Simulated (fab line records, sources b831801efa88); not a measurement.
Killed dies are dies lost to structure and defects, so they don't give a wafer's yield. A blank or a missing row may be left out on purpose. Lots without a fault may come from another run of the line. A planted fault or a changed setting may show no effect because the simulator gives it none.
fab line records | flow sky130
record lots=14 wafers=42 last_day=50
route steps=708 shown VT_ADJUST_HVTP@93 VT_ADJUST_LVTN@118 SONOS_ONO@172 GATE_OXIDE@189 PAD_OPEN@708
lots that met no fault: from a run of the same line without faults
start_h: hours from the record's first day to the start of the lot's first wafer shown | wait_h: hours since the lot's step before | " the same as in the row above | L1.1+2: a row that stands for several wafers | - no value, or no start given | * or withheld: withheld | < > ~ a bound
route shown NAME@n: a module of which the file shows steps, and the number in the route of the first | usual: mean/standard deviation of fault-free wafers | same: alike in all rows | chamber/n: place in a boat | sites: the reading at each site | _std_site: their standard deviation | _edge_site: outer sites' mean less inner sites' | radius_mm: how far each site lies from the wafer's centre | mask NAME#n: copy n | behind: the tool/chamber that last shaped the wafer | hold: why the lot was held/for how many hours/how that ended | device: the transistor (n, p or np) that didn't switch | end of line: the same wafers' tests at the end of the route | a step without rows: its recipe alone | killed: dies lost to structure and defects at the first sort, not the wafer's yield | map: a wafer's dies, x killed, . not, _ none there
set.NAME: the setting as run; set.NAME@STEP: as run at that earlier step | model.NAME: the simulator's own value behind a step, which no gauge read
steps of the route over a sample of lots; a table a step, a row a wafer
## steps
# step SKY_VT_ADJUST_HVTP_OVL_MEAS_08
# usual VT_ADJUST_HVTP_OVL=0.7/1.4
# columns lot.wafer tool chamber start_h wait_h VT_ADJUST_HVTP_OVL[nm]
L651.1 overlay-01 - 134.45 0.1 1.5
L651.2 " - " " 2.4
L651.3 " - " " 1.6
L652.2 overlay-01 - 138.46 0.1 -2.1
L652.3 " - " " -0.5
L652.4 " - " " 0.3
L653.2 overlay-01 - 142.85 0.1 1.5
L653.4 " - " " 1.6
L653.6 " - " " 1.7
L654.2 overlay-01 - 148.60 0.1 0.8
L654.3 " - " " 2.1
L654.5 " - " " 1.0
L655.2 overlay-01 - 155.35 0.1 1.4
L655.3 " - " " 0.8
L655.5 " - " " -0.8
L657.1 overlay-02 - 166.79 0.1 -1.0
L657.2 " - " " 1.5
L657.6 " - " " -0.2
L658.1 overlay-01 - 173.99 0.1 2.6
L658.4 " - " " 1.0
L658.6 " - " " 0.7
L659.1 overlay-01 - 179.94 0.1 1.3
L659.4 " - " " -0.9
L659.6 " - " " 0.1
L667.2 overlay-01 - 229.45 0.1 0.0
L667.5 " - " " 1.1
L667.6 " - " " 0.3
L668.1 overlay-02 - 235.84 0.1 -0.6
L668.3 " - " " 1.5
L668.4 " - " " 1.1
L670.2 overlay-01 - 248.35 0.1 -0.5
L670.4 " - " " -1.5
L670.5 " - " " 0.2
L671.3 overlay-02 - 254.96 0.1 5.4
L671.5 " - " " 4.8
L671.6 " - " " 3.9
L672.3 overlay-01 - 263.56 0.1 2.7
L672.5 " - " " 0.3
L672.6 " - " " -0.7
L673.2 overlay-02 - 271.74 0.1 1.0
L673.4 " - " " 0.4
L673.6 " - " " 1.7
# step SKY_VT_ADJUST_LVTN_TW_MEAS_21
# usual VT_ADJUST_LVTN_2_TW=186.2/1.2
# columns lot.wafer tool chamber start_h wait_h VT_ADJUST_LVTN_2_TW
L651.1 film_metro-02 - 174.55 0.1 187.2
L651.2 " - " " 185.6
L651.3 " - " " 187.1
L652.2 film_metro-04 - 178.83 0.1 184.8
L652.3 " - " " 184.8
L652.4 " - " " 184.5
L653.2 film_metro-04 - 183.72 0.1 184.8
L653.4 " - " " 185.7
L653.6 " - " " 184.2
L654.2 film_metro-02 - 189.62 0.1 185.2
L654.3 " - " " 185.2
L654.5 " - " " 186.0
L655.2 film_metro-03 - 196.82 0.1 186.6
L655.3 " - " " 187.1
L655.5 " - " " 188.3
L657.1 film_metro-03 - 208.70 0.1 187.5
L657.2 " - " " 187.3
L657.6 " - " " 187.8
L658.1 film_metro-02 - 218.20 0.1 185.4
L658.4 " - " " 186.3
L658.6 " - " " 186.5
L659.1 film_metro-02 - 223.36 0.1 184.6
L659.4 " - " " 185.3
L659.6 " - " " 185.9
L667.2 film_metro-03 - 277.42 0.1 187.4
L667.5 " - " " 188.1
L667.6 " - " " 187.1
L668.1 film_metro-03 - 282.37 0.1 187.2
L668.3 " - " " 187.6
L668.4 " - " " 187.8
L670.2 film_metro-02 - 296.48 0.1 185.1
L670.4 " - " " 185.2
L670.5 " - " " 184.9
L671.3 film_metro-02 - 304.17 0.1 185.5
L671.5 " - " " 184.5
L671.6 " - " " 184.8
L672.3 film_metro-02 - 312.84 0.1 186.1
L672.5 " - " " 186.0
L672.6 " - " " 187.5
L673.2 film_metro-04 - 322.18 0.1 184.4
L673.4 " - " " 184.4
L673.6 " - " " 185.3
# step SKY_SONOS_ONO_CVD_04
# recipe material=SiO2 precursor=SiH4/N2O target_thk_nm=5.7199 temp_c=900 pressure_mtorr=400
# columns lot.wafer tool chamber start_h wait_h
L651.1+2+3 lpcvd-03 1 270.42 0.1
L652.2+3+4 lpcvd-03 0 275.09 0.0
L653.2+4+6 lpcvd-03 1 286.21 0.0
L654.2+3+5 lpcvd-03 0 289.05 0.0
L655.2+3+5 lpcvd-03 0 293.58 0.0
L657.1+2+6 lpcvd-03 0 304.74 0.1
L658.1+4+6 lpcvd-03 1 318.51 0.1
L659.1+4+6 lpcvd-03 0 322.77 0.1
L667.2+5+6 lpcvd-03 0 391.25 0.0
L668.1+3+4 lpcvd-03 0 391.25 0.1
L670.2+4+5 lpcvd-03 1 411.94 0.0
L671.3+5+6 lpcvd-03 0 423.66 0.0
L672.3+5+6 lpcvd-03 1 429.72 0.0
L673.2+4+6 lpcvd-03 0 437.99 0.0
# step SKY_SONOS_ONO_THK_MEAS_05
# recipe reads=SiO2_of_SONOS_ONO_CVD_04
# usual SONOS_ONO_CVD_04_THK=5.72/0.1
# columns lot.wafer tool chamber start_h wait_h SONOS_ONO_CVD_04_THK[nm]
L651.1 film_metro-02 - 271.67 0.0 5.78
L651.2 " - " " 5.77
L651.3 " - " " 5.79
L652.2 film_metro-02 - 276.35 0.0 5.81
L652.3 " - " " 5.83
L652.4 " - " " 5.82
L653.2 film_metro-03 - 287.47 0.0 5.79
L653.4 " - " " 5.87
L653.6 " - " " 5.89
L654.2 film_metro-01 - 290.31 0.0 5.77
L654.3 " - " " 5.65
L654.5 " - " " 5.64
L655.2 film_metro-03 - 294.84 0.0 5.78
L655.3 " - " " 5.83
L655.5 " - " " 5.69
L657.1 film_metro-02 - 305.99 0.0 6.20
L657.2 " - " " 6.18
L657.6 " - " " 6.25
L658.1 film_metro-03 - 319.76 0.0 6.38
L658.4 " - " " 6.32
L658.6 " - " " 6.36
L659.1 film_metro-01 - 324.02 0.0 6.45
L659.4 " - " " 6.27
L659.6 " - " " 6.41
L667.2 film_metro-02 - 392.51 0.0 5.72
L667.5 " - " " 5.76
L667.6 " - " " 5.56
L668.1 film_metro-03 - 392.52 0.0 5.85
L668.3 " - " " 5.84
L668.4 " - " " 5.71
L670.2 film_metro-03 - 413.22 0.0 5.58
L670.4 " - " " 5.58
L670.5 " - " " 5.57
L671.3 film_metro-03 - 424.93 0.0 5.93
L671.5 " - " " 6.04
L671.6 " - " " 5.89
L672.3 film_metro-02 - 431.62 0.0 5.69
L672.5 " - " " 5.54
L672.6 " - " " 5.64
L673.2 film_metro-01 - 439.88 0.0 5.75
L673.4 " - " " 5.75
L673.6 " - " " 5.74
# step SKY_GATE_OXIDE_THK_MEAS_02
# recipe reads=SiO2_of_GATE_OXIDE_OXIDATION_01
# usual GATE_OXIDE_OXIDATION_00_THK=10.22/0.23
# columns lot.wafer tool chamber start_h wait_h GATE_OXIDE_OXIDATION_00_THK[nm]
L651.1 film_metro-02 - 297.99 0.0 10.07
L651.2 " - " " 9.99
L651.3 " - " " 9.95
L652.2 film_metro-01 - 301.98 0.0 10.02
L652.3 " - " " 10.17
L652.4 " - " " 9.88
L653.2 film_metro-01 - 317.88 0.0 10.10
L653.4 " - " " 10.11
L653.6 " - " " 10.13
L654.2 film_metro-02 - 317.88 0.0 9.94
L654.3 " - " " 10.00
L654.5 " - " " 9.89
L655.2 film_metro-04 - 322.85 0.0 10.48
L655.3 " - " " 10.45
L655.5 " - " " 10.49
L657.1 film_metro-02 - 334.29 0.0 10.46
L657.2 " - " " 10.52
L657.6 " - " " 10.47
L658.1 film_metro-04 - 353.33 0.0 9.77
L658.4 " - " " 9.69
L658.6 " - " " 9.73
L659.1 film_metro-01 - 353.33 0.0 10.22
L659.4 " - " " 10.13
L659.6 " - " " 10.28
L668.1 film_metro-01 - 424.05 0.0 9.98
L668.3 " - " " 10.44
L668.4 " - " " 10.28
L667.2 film_metro-04 - 424.06 0.0 10.45
L667.5 " - " " 10.48
L667.6 " - " " 10.42
L670.2 film_metro-01 - 445.17 0.0 10.11
L670.4 " - " " 10.33
L670.5 " - " " 10.10
L671.3 film_metro-01 - 457.61 0.0 9.93
L671.5 " - " " 10.20
L671.6 " - " " 10.25
L672.3 film_metro-02 - 464.95 0.0 10.20
L672.5 " - " " 10.23
L672.6 " - " " 10.32
L673.2 film_metro-01 - 472.85 0.0 10.54
L673.4 " - " " 10.34
L673.6 " - " " 10.56
# step SKY_PAD_OPEN_PROBE_99
# usual killed_at_M0_to_M3=42/6.6 killed_at_M4_up=3.0/1.7 killed_at_contacts=24/5.3 killed_at_front_end=15/4.5 killed_at_other=0.2/0.49 killed_dies=83/9 killed_open=45/6.9 killed_short=38/5.8
# same gross_dies=492 killed_at_back_side=0
# columns lot.wafer tool chamber start_h wait_h killed_at_M0_to_M3 killed_at_M4_up killed_at_contacts killed_at_front_end killed_at_other killed_dies killed_open killed_short
L659.1 prober-02 - 1130.22 0.1 42 0 28 16 2 88 48 40
L659.4 prober-02 - 1130.37 0.2 53 2 24 13 0 92 56 36
L659.6 prober-02 - 1130.47 0.2 39 5 11 14 0 69 41 28
# killed by level:class
L659.1 CONTACT:geometric_particle:open=13 METAL2:geometric_particle:short=8 VIA3:geometric_particle:open=7 LI_CONTACT:geometric_particle:open=6 VIA1:geometric_particle:open=6 LOCAL_INTERCONNECT:geometric_particle:short=5 VIA2:geometric_particle:open=5 METAL3:geometric_particle:short=5
L659.4 CONTACT:geometric_particle:open=11 VIA1:geometric_particle:open=10 METAL2:geometric_particle:short=10 LI_CONTACT:geometric_particle:open=9 VIA3:geometric_particle:open=9 METAL1:geometric_particle:short=7 POLY_GATE:geometric_particle:open=6 POLY_GATE:geometric_particle:short=3
L659.6 VIA3:geometric_particle:open=9 VIA1:geometric_particle:open=7 METAL2:geometric_particle:short=7 FIELD_ISO:geometric_particle:open=5 POLY_GATE:geometric_particle:open=4 METAL1:geometric_particle:short=4 LI_CONTACT:geometric_particle:open=4 CONTACT:geometric_particle:open=4
## key
first_sign step=SKY_SONOS_ONO_THK_MEAS_05 reading=SONOS_ONO_CVD_04_THK direction=up sigmas=5.8 usual=5.72 struck=6.31
effect none on later readings
met_at SKY_SONOS_ONO_CVD_04
struck_lots L657,L658,L659
tester_left_out L657,L658,L659
not_acting_at SKY_VT_ADJUST_HVTP_OVL_MEAS_08,SKY_VT_ADJUST_LVTN_TW_MEAS_21,SKY_GATE_OXIDE_THK_MEAS_02
onset_between 293.58 304.74
fault kind=process_parameter_drift tool=lpcvd-03 chamber=- onset_h=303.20 steps=SKY_SONOS_ONO_CVD_04 channel=target_thk_nm offset=0.61321 shape=step end_h=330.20 stated=5.7199
# tester_left_out: of these lots the tester's yield and bins aren't shown, on N5 and GAA mostly nor the transistor test; their killed dies are dies lost to structure and defects alone, not to doping, threshold or leakage, so they don't give the yield
